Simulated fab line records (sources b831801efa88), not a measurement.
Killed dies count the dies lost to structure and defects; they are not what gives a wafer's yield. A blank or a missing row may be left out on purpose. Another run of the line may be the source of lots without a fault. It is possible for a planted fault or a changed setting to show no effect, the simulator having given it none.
fab line records -- flow sky130
record: lots: 11, wafers: 33, last-day: 50
route steps=708 shown NWELL@63 SPACER@304 LI_CONTACT@363 LOCAL_INTERCONNECT@387
lots with no fault: from the same line, run without faults
start-h: hours from the record's first day to the start of the lot's first wafer shown -- wait-h: time in hours since the lot's previous step -- " repeats the value in the row above -- L1.1+2: a single row standing in for several wafers -- - no value, or no start given -- * or withheld: withheld -- < > ~ a bound
route shown NAME@n: names a module that has steps shown in the file, with the first one's number in the route -- usual: mean/standard deviation of fault-free wafers -- same: alike in all rows -- chamber/n: place in a boat -- sites: each site's reading -- _std_site: standard deviation of those values -- _edge_site: mean of outer sites minus mean of inner sites -- radius-mm: how far each site lies from the wafer's centre -- mask NAME#n: copy n -- behind: the tool/chamber that last shaped the wafer -- hold: why the lot was held/for how many hours/how that ended -- device: the transistor (n, p or np) that didn't switch -- end of line: the route-end tests of the same wafers -- a step with no rows: only its recipe -- killed: the dies lost at the first sort to structure and to defects; this is not the yield of the wafer -- map: a wafer's dies, x killed, . not, _ none there
set.NAME: the setting the step ran with; set.NAME@STEP: the setting that earlier step ran with -- model.NAME: the simulator's own value behind a step, which no gauge read
the route's steps for a sample of lots (tables are steps, rows are wafers)
services: the hour from which a tool's chamber was out of use, counted from the record's first day as start-h (under 0 if before that day), plus the number of hours and why
== steps ==
step: SKY_NWELL_OVL_MEAS_10
usual: NWELL_00_OVL: -0.1/1.4
lot.wafer,tool,chamber,start-h,wait-h,NWELL_00_OVL[nm]
L625.1,overlay-01,-,87.28,-,0.4
L625.2,overlay-01,-,87.28,-,-1.6
L625.5,overlay-01,-,87.28,-,-1.1
L627.2,overlay-01,-,99.74,-,-1.6
L627.4,overlay-01,-,99.74,-,0.6
L627.5,overlay-01,-,99.74,-,-2.6
L628.2,overlay-01,-,107.34,-,-0.5
L628.3,overlay-01,-,107.34,-,1.8
L628.5,overlay-01,-,107.34,-,0.5
L630.2,overlay-01,-,114.61,-,1.5
L630.4,overlay-01,-,114.61,-,1.8
L630.5,overlay-01,-,114.61,-,2.0
L632.3,overlay-01,-,125.79,-,-0.9
L632.4,overlay-01,-,125.79,-,-0.4
L632.6,overlay-01,-,125.79,-,-2.3
L634.1,overlay-01,-,144.08,-,-0.6
L634.5,overlay-01,-,144.08,-,-0.6
L634.6,overlay-01,-,144.08,-,0.1
L635.1,overlay-01,-,147.28,-,0.9
L635.3,overlay-01,-,147.28,-,1.4
L635.5,overlay-01,-,147.28,-,2.5
L638.1,overlay-02,-,161.68,-,1.2
L638.3,overlay-02,-,161.68,-,-0.3
L638.6,overlay-02,-,161.68,-,-3.2
L639.2,overlay-01,-,166.44,-,0.3
L639.3,overlay-01,-,166.44,-,0.1
L639.4,overlay-01,-,166.44,-,-0.6
L647.1,overlay-02,-,214.28,-,-3.7
L647.5,overlay-02,-,214.28,-,-1.0
L647.6,overlay-02,-,214.28,-,-4.6
L648.2,overlay-02,-,218.04,-,1.1
L648.3,overlay-02,-,218.04,-,0.6
L648.4,overlay-02,-,218.04,-,2.0
step: SKY_SPACER_CVD_00
recipe: material: Si3N4, precursor: DCS/NH3, target-thk-nm: 43.1, temp-c: 770, time-s: 740, pressure-mtorr: 250
usual: spike-tc-bottom-C: 792.7/1.2, spike-tc-centre-C: 770.1/1, spike-tc-lower-C: 771.2/1, spike-tc-top-C: 784.6/1.9, spike-tc-upper-C: 768.7/1.4, susceptor-temp-C: 770.0/0.32
lot.wafer,tool,chamber,start-h,wait-h,spike-tc-bottom-C,spike-tc-centre-C,spike-tc-lower-C,spike-tc-top-C,spike-tc-upper-C,susceptor-temp-C
L625.1,lpcvd-02,1,531.27,2.0,792.5,770.2,770.2,786.1,768.9,770.0
L625.2,lpcvd-02,1,531.27,2.0,792.8,770.1,770.8,785.1,767.4,769.9
L625.5,lpcvd-02,1,531.27,2.0,792.1,769.2,770.4,784.4,766.3,769.7
L627.2,lpcvd-02,1,552.13,2.4,791.3,768.7,771.3,785.7,768.4,769.8
L627.4,lpcvd-02,1,552.13,2.4,792.6,770.4,770.6,787.4,769.4,769.6
L627.5,lpcvd-02,1,552.13,2.4,791.7,770.0,771.0,786.9,768.2,769.9
L628.2,lpcvd-02,0,568.17,1.0,795.7,769.9,770.2,779.3,770.7,770.1
L628.3,lpcvd-02,0,568.17,1.0,794.1,771.4,770.1,781.4,769.4,769.5
L628.5,lpcvd-02,0,568.17,1.0,794.3,771.7,771.1,781.3,771.0,770.0
L630.2,lpcvd-02,1,573.17,0.0,789.9,769.2,772.1,784.5,768.2,770.2
L630.4,lpcvd-02,1,573.17,0.0,792.4,770.5,771.2,784.7,768.7,769.8
L630.5,lpcvd-02,1,573.17,0.0,792.9,771.1,771.5,785.1,769.2,770.2
L632.3,lpcvd-02,1,596.87,0.4,791.3,769.9,770.7,786.4,768.0,770.0
L632.4,lpcvd-02,1,596.87,0.4,793.0,769.0,771.6,785.9,771.2,770.5
L632.6,lpcvd-02,1,596.87,0.4,792.6,772.3,770.6,785.2,768.3,769.8
L634.1,lpcvd-02,1,622.80,1.7,792.4,771.0,769.8,785.5,769.2,770.4
L634.5,lpcvd-02,1,622.80,1.7,794.6,769.4,771.9,784.6,767.3,770.5
L634.6,lpcvd-02,1,622.80,1.7,791.0,769.2,769.8,785.9,767.8,770.1
L635.1,lpcvd-02,1,629.80,0.0,793.7,769.3,771.9,786.1,767.5,770.0
L635.3,lpcvd-02,1,629.80,0.0,792.5,770.2,772.9,786.1,769.1,770.1
L635.5,lpcvd-02,1,629.80,0.0,794.1,772.0,770.2,786.5,767.6,770.2
L638.1,lpcvd-02,1,645.83,0.0,793.3,769.4,770.7,785.8,768.1,770.5
L638.3,lpcvd-02,1,645.83,0.0,791.2,771.1,768.1,784.4,769.9,770.4
L638.6,lpcvd-02,1,645.83,0.0,792.7,770.0,773.2,784.6,767.7,770.0
L639.2,lpcvd-02,0,664.08,1.1,795.8,770.0,772.0,781.3,771.9,769.6
L639.3,lpcvd-02,0,664.08,1.1,794.2,772.6,771.5,782.1,769.9,769.4
L639.4,lpcvd-02,0,664.08,1.1,795.4,771.7,770.4,779.5,770.2,769.5
L647.1,lpcvd-02,1,713.66,0.7,800.8,778.5,778.7,794.1,776.3,779.3
L647.5,lpcvd-02,1,713.66,0.7,802.5,779.7,778.6,793.8,777.7,779.6
L647.6,lpcvd-02,1,713.66,0.7,801.7,780.7,781.1,794.4,777.8,779.2
L648.2,lpcvd-02,1,714.86,0.6,802.7,778.0,779.8,792.9,776.1,779.6
L648.3,lpcvd-02,1,714.86,0.6,802.6,779.5,782.5,795.0,778.7,779.5
L648.4,lpcvd-02,1,714.86,0.6,802.0,779.8,781.6,795.6,777.6,779.5
step: SKY_SPACER_THK_MEAS_01
recipe: reads: Si3N4_of_SPACER_CVD_00
usual: SPACER_CVD_00_THK: 43.0/0.43
lot.wafer,tool,chamber,start-h,wait-h,SPACER_CVD_00_THK[nm]
L625.1,film-metro-01,-,532.48,0.0,42.9
L625.2,film-metro-01,-,532.48,0.0,42.8
L625.5,film-metro-01,-,532.48,0.0,43.1
L627.2,film-metro-01,-,553.95,0.0,43.9
L627.4,film-metro-01,-,553.95,0.0,43.9
L627.5,film-metro-01,-,553.95,0.0,43.4
L628.2,film-metro-01,-,569.39,0.0,43.4
L628.3,film-metro-01,-,569.39,0.0,43.6
L628.5,film-metro-01,-,569.39,0.0,43.6
L630.2,film-metro-02,-,574.39,0.0,42.4
L630.4,film-metro-02,-,574.39,0.0,42.7
L630.5,film-metro-02,-,574.39,0.0,42.7
L632.3,film-metro-02,-,598.10,0.0,42.9
L632.4,film-metro-02,-,598.10,0.0,43.0
L632.6,film-metro-02,-,598.10,0.0,42.8
L634.1,film-metro-02,-,624.01,0.0,42.7
L634.5,film-metro-02,-,624.01,0.0,42.7
L634.6,film-metro-02,-,624.01,0.0,42.4
L635.1,film-metro-02,-,631.00,0.0,42.7
L635.3,film-metro-02,-,631.00,0.0,42.2
L635.5,film-metro-02,-,631.00,0.0,42.8
L638.1,film-metro-01,-,647.04,0.0,43.4
L638.3,film-metro-01,-,647.04,0.0,43.7
L638.6,film-metro-01,-,647.04,0.0,43.7
L639.2,film-metro-04,-,665.90,0.0,42.7
L639.3,film-metro-04,-,665.90,0.0,42.7
L639.4,film-metro-04,-,665.90,0.0,42.5
L647.1,film-metro-01,-,714.86,0.0,50.8
L647.5,film-metro-01,-,714.86,0.0,50.9
L647.6,film-metro-01,-,714.86,0.0,50.9
L648.2,film-metro-04,-,716.08,0.0,51.0
L648.3,film-metro-04,-,716.08,0.0,50.8
L648.4,film-metro-04,-,716.08,0.0,50.6
step: SKY_SPACER_ETCHBACK_02
recipe: chemistry: CH3F/O2, target: Si3N4, stop-on: SiO2, source-w: 400, bias-w: 80, pressure-mtorr: 25, ch3f-flow-sccm: 40, O2_flow_sccm: 30, time-s: 46.7, target-depth-a: 450
usual: drypump-motor-current-A: 5.6/0.49, oes-product-au: 0.854/0.0066, throttle-valve-pct: 10.562/0.01
lot.wafer,tool,chamber,start-h,wait-h,drypump-motor-current-A,oes-product-au,rf-hours-counter-h,throttle-valve-pct
L625.1,rie-diel-02,1,532.54,0.1,5.6,0.844,82,10.558
L625.2,rie-diel-02,0,532.54,0.1,6.3,0.857,3,10.560
L625.5,rie-diel-02,0,532.54,0.1,6.3,0.843,-,10.583
L627.2,rie-diel-01,0,554.00,0.0,5.3,0.866,1,10.555
L627.4,rie-diel-01,3,554.00,0.0,5.1,0.863,57,10.571
L627.5,rie-diel-01,3,554.00,0.0,5.1,0.861,-,10.553
L628.2,rie-diel-02,3,569.44,0.0,5.7,0.848,68,10.575
L628.3,rie-diel-02,0,569.44,0.0,6.3,0.862,3,10.566
L628.5,rie-diel-02,1,569.44,0.0,5.5,0.858,-,10.551
L630.2,rie-diel-02,0,574.44,0.0,6.3,0.854,3,10.550
L630.4,rie-diel-02,3,574.44,0.0,5.7,0.850,-,10.551
L630.5,rie-diel-02,1,574.44,0.0,5.6,0.848,-,10.584
L632.3,rie-diel-03,0,598.14,0.0,5.7,0.843,5,10.560
L632.4,rie-diel-03,3,598.14,0.0,4.7,0.848,7,10.544
L632.6,rie-diel-03,3,598.14,0.0,4.7,0.849,-,10.564
L634.1,rie-diel-02,3,624.07,0.1,5.7,0.854,0,10.562
L634.5,rie-diel-02,2,624.07,0.1,5.3,0.855,-,10.559
L634.6,rie-diel-02,1,624.07,0.1,5.6,0.841,-,10.555
L635.1,rie-diel-01,2,631.06,0.1,6.4,0.852,3,10.565
L635.3,rie-diel-01,1,631.06,0.1,5.3,0.852,9,10.567
L635.5,rie-diel-01,2,631.06,0.1,6.4,0.853,-,10.571
L638.1,rie-diel-02,1,647.10,0.1,5.6,0.852,2,10.575
L638.3,rie-diel-02,0,647.10,0.1,6.3,0.859,5,10.546
L638.6,rie-diel-02,3,647.10,0.1,5.7,0.863,-,10.561
L639.2,rie-diel-03,1,665.95,0.0,5.5,0.846,13,10.555
L639.3,rie-diel-03,0,665.95,0.0,5.7,0.853,6,10.564
L639.4,rie-diel-03,3,665.95,0.0,4.7,0.855,8,10.561
L647.1,rie-diel-02,0,714.92,0.1,6.3,0.940,7,10.569
L647.5,rie-diel-02,2,714.92,0.1,5.3,0.941,-,10.576
L647.6,rie-diel-02,3,714.92,0.1,5.7,0.940,-,10.585
L648.2,rie-diel-01,0,716.13,0.0,5.3,0.936,4,10.571
L648.3,rie-diel-01,3,716.13,0.0,5.1,0.936,0,10.566
L648.4,rie-diel-01,1,716.13,0.0,5.3,0.930,10,10.581
step: SKY_LI_CONTACT_THK_MEAS_01
recipe: reads: PSG_of_LI_CONTACT_HDPCVD_00
usual: LI_CONTACT_HDPCVD_THK: 929/12
lot.wafer,tool,chamber,start-h,wait-h,LI_CONTACT_HDPCVD_THK[nm]
L625.1,film-metro-01,-,652.52,0.1,913
L625.2,film-metro-01,-,652.52,0.1,921
L625.5,film-metro-01,-,652.52,0.1,918
L627.2,film-metro-04,-,674.56,0.1,924
L627.4,film-metro-04,-,674.56,0.1,925
L627.5,film-metro-04,-,674.56,0.1,917
L628.2,film-metro-04,-,689.92,0.1,931
L628.3,film-metro-04,-,689.92,0.1,913
L628.5,film-metro-04,-,689.92,0.1,927
L630.2,film-metro-04,-,692.76,0.1,921
L630.4,film-metro-04,-,692.76,0.1,925
L630.5,film-metro-04,-,692.76,0.1,921
L632.3,film-metro-04,-,715.88,0.1,933
L632.4,film-metro-04,-,715.88,0.1,911
L632.6,film-metro-04,-,715.88,0.1,947
L634.1,film-metro-04,-,739.86,0.1,924
L634.5,film-metro-04,-,739.86,0.1,931
L634.6,film-metro-04,-,739.86,0.1,929
L635.1,film-metro-03,-,747.65,0.1,933
L635.3,film-metro-03,-,747.65,0.1,931
L635.5,film-metro-03,-,747.65,0.1,943
L638.1,film-metro-03,-,762.87,0.1,914
L638.3,film-metro-03,-,762.87,0.1,957
L638.6,film-metro-03,-,762.87,0.1,932
L639.2,film-metro-01,-,779.48,0.1,927
L639.3,film-metro-01,-,779.48,0.1,912
L639.4,film-metro-01,-,779.48,0.1,922
L647.1,film-metro-03,-,827.62,0.1,926
L647.5,film-metro-03,-,827.62,0.1,938
L647.6,film-metro-03,-,827.62,0.1,945
L648.2,film-metro-04,-,828.96,0.1,921
L648.3,film-metro-04,-,828.96,0.1,948
L648.4,film-metro-04,-,828.96,0.1,923
step: SKY_LOCAL_INTERCONNECT_SPUTTER_00
recipe: material: TiN, target-thk-nm: 100, temp-c: 300, power-w: 6500, time-s: 83.3, chamber-pressure-pa: 0.4
usual: cathode-dc-power-W: 6500.1/1.1, throttle-valve-pct: 29.8/0.66
lot.wafer,tool,chamber,start-h,wait-h,cathode-dc-power-W,throttle-valve-pct
L625.1,pvd-sputter-04,-,682.45,0.2,6501.8,29.1
L625.2,pvd-sputter-04,-,682.45,0.2,6499.1,29.5
L625.5,pvd-sputter-04,-,682.45,0.2,6500.5,29.6
L627.2,pvd-sputter-02,-,704.55,0.2,6498.9,30.5
L627.4,pvd-sputter-02,-,704.55,0.2,6499.5,31.1
L627.5,pvd-sputter-02,-,704.55,0.2,6499.5,30.4
L628.2,pvd-sputter-03,-,719.90,0.1,6500.2,29.5
L628.3,pvd-sputter-03,-,719.90,0.1,6500.5,29.6
L628.5,pvd-sputter-03,-,719.90,0.1,6499.9,29.3
L630.2,pvd-sputter-03,-,722.42,0.1,6499.1,30.7
L630.4,pvd-sputter-03,-,722.42,0.1,6499.9,29.8
L630.5,pvd-sputter-03,-,722.42,0.1,6498.8,29.8
L632.3,pvd-sputter-02,-,746.24,0.1,6502.9,30.5
L632.4,pvd-sputter-02,-,746.24,0.1,6501.6,30.3
L632.6,pvd-sputter-02,-,746.24,0.1,6499.6,30.4
L634.1,pvd-sputter-04,-,769.60,0.2,6499.4,29.4
L634.5,pvd-sputter-04,-,769.60,0.2,6498.9,29.6
L634.6,pvd-sputter-04,-,769.60,0.2,6501.7,28.8
L635.1,pvd-sputter-04,-,777.20,0.1,6502.6,29.0
L635.3,pvd-sputter-04,-,777.20,0.1,6502.0,29.6
L635.5,pvd-sputter-04,-,777.20,0.1,6500.5,29.2
L638.1,pvd-sputter-02,-,791.35,0.1,6498.9,30.5
L638.3,pvd-sputter-02,-,791.35,0.1,6500.2,31.1
L638.6,pvd-sputter-02,-,791.35,0.1,6500.5,30.2
L639.2,pvd-sputter-03,-,808.85,0.1,6500.2,29.6
L639.3,pvd-sputter-03,-,808.85,0.1,6497.9,31.1
L639.4,pvd-sputter-03,-,808.85,0.1,6499.5,29.5
L647.1,pvd-sputter-04,-,855.68,0.1,6498.8,29.3
L647.5,pvd-sputter-04,-,855.68,0.1,6503.1,29.3
L647.6,pvd-sputter-04,-,855.68,0.1,6500.6,29.3
L648.2,pvd-sputter-03,-,856.68,0.2,6501.1,29.8
L648.3,pvd-sputter-03,-,856.68,0.2,6499.1,29.7
L648.4,pvd-sputter-03,-,856.68,0.2,6501.5,30.7
== services ==
tool,chamber,start-h,hours,kind
rie-diel-01,3,511.60,4.0,repair
pvd-sputter-02,-,530.39,2.4,repair
pvd-sputter-03,-,531.76,4.3,repair
rie-diel-03,-,542.35,1.7,repair
lpcvd-02,-,543.99,6.1,pm
pvd-sputter-04,-,559.21,1.0,repair
rie-diel-01,1,578.45,32.9,repair
rie-diel-03,0,583.52,9.7,repair
rie-diel-02,1,598.01,4.8,repair
pvd-sputter-02,-,604.67,1.3,repair
rie-diel-02,2,631.07,7.3,repair
rie-diel-01,2,633.01,7.3,repair
rie-diel-03,-,663.12,0.9,repair
rie-diel-01,1,682.95,7.0,repair
rie-diel-02,-,684.26,0.7,repair
rie-diel-01,0,691.87,13.1,repair
rie-diel-02,1,748.85,5.5,repair
rie-diel-01,2,749.95,4.3,repair
rie-diel-01,2,755.38,8.4,repair
pvd-sputter-03,-,763.70,1.2,repair
pvd-sputter-04,-,765.26,1.8,repair
rie-diel-01,1,770.89,16.7,repair
rie-diel-02,-,816.25,2.8,pm
pvd-sputter-04,-,835.57,3.9,repair
== key ==
first-sign: step: SKY_SPACER_CVD_00, reading: susceptor-temp-C, direction: up, sigmas: 29, usual: *, struck: *
effect: step: SKY_SPACER_CVD_00, reading: spike-tc-centre-C, direction: up, sigmas: 9.1, usual: 770.1, struck: 779.4
effect: step: SKY_SPACER_THK_MEAS_01, reading: SPACER_CVD_00_THK, direction: up, sigmas: 18, usual: 43.0, struck: 50.8
effect: step: SKY_SPACER_ETCHBACK_02, reading: oes-product-au, direction: up, sigmas: 13, usual: 0.854, struck: 0.937
met-at SKY_SPACER_CVD_00
struck-lots L647,L648
struck-wafers L647.1,L647.5,L647.6,L648.2,L648.3,L648.4
tester-left-out L647,L648
not-acting-at SKY_NWELL_OVL_MEAS_10,SKY_LI_CONTACT_THK_MEAS_01,SKY_LOCAL_INTERCONNECT_SPUTTER_00
onset-between 645.83 713.66
fault: kind: process-parameter-drift, tool: lpcvd-02, chamber: 1, onset-h: 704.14, steps: SKY_SPACER_CVD_00, channel: temp-c, offset: *, shape: step, end-h: 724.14, acts-in: *, stated: *
tester-left-out: of these lots the tester's yield and bins aren't shown, on N5 and GAA mostly nor the transistor test; their killed dies are dies lost to structure and defects alone, not to doping, threshold or leakage, so they don't give the yield
